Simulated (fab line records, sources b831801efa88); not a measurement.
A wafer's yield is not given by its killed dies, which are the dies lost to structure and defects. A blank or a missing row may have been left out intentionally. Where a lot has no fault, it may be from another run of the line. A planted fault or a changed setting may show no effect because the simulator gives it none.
The same fault as seen by 2 desks ; flow sky130 ; only its own numbers are on each desk; what lay behind them is given at the end

## THE TOOL OWNER'S DESK: hdpcvd-01
The tool's own readings at SKY_CONTACT_HDPCVD_02 (deposits SiO2, target thk 565 nm, time 94.2 s): means of the sampled wafers that have a number, for each lot that ran on this tool. Any lot whose mean is over 4 standard deviations away from the usual mean is out of limits and marked OUT; that distance is given in the brackets.
Columns: A = runLengthS at SKY_CONTACT_HDPCVD_02, usual 122.1 s
lot;first seen here;A
L914;day 32 19:19;122.4
L916;day 33 12:02;122.6
L917;day 33 19:25;122.0
L918;day 34 05:25;122.4
L919;day 34 10:25;121.3
L922;day 35 09:06;121.5
L923;day 35 21:28;120.8
L930;day 38 02:40;122.5
Finding of this desk: none of the 8 lots has anything out of limits.

## AT THE METROLOGY DESK
What the gauges read, lot by lot, whatever tool the lot ran on: means of the sampled wafers that have a number. Any lot whose mean is over 4 standard deviations away from the usual mean is out of limits and marked OUT; that distance is given in the brackets.
Columns: A = SD_N_RS at SKY_SD_N_RS_MEAS_16, usual 68.57 ohm/sq; B = cdNm at SKY_LOCAL_INTERCONNECT_CD_MEAS_11, usual 169.9 nm; C = CONTACT_HDPCVD_THK at SKY_CONTACT_THK_MEAS_03, usual 566 nm; D = cdNm at SKY_CONTACT_CD_MEAS_14, usual 170.5 nm
lot;first seen here;A;B;C;D
L908;day 28 01:22;68.39;169.5;568;172.4
L910;day 28 18:07;68.71;172.2;558;171.5
L912;day 29 07:52;68.60;170.2;561;171.0
L913;day 29 17:07;68.56;168.2;559;170.0
L914;day 30 08:10;68.71;171.7;567;170.9
L916;day 31 02:37;68.54;170.1;558;170.2
L917;day 31 09:03;68.53;169.3;569;171.0
L918;day 31 19:09;68.35;170.5;563;169.0
L919;day 32 00:44;68.45;170.8;556;171.4
L920;day 32 10:34;68.68;169.3;570;169.1
L922;day 33 00:05;68.62;168.4;563;170.6
L923;day 33 12:34;68.48;171.4;550;173.6
L930;day 35 17:37;68.69;169.4;564;170.5
L931;day 36 04:10;68.51;169.5;566;169.2
Finding of this desk: none of the 14 lots has anything out of limits.

## BROUGHT TOGETHER
The tool owner's desk saw nothing out of limits.
From the metrology desk's view, nothing was out of limits.

## WHAT HAD BEEN PUT IN BY THE SIMULATOR
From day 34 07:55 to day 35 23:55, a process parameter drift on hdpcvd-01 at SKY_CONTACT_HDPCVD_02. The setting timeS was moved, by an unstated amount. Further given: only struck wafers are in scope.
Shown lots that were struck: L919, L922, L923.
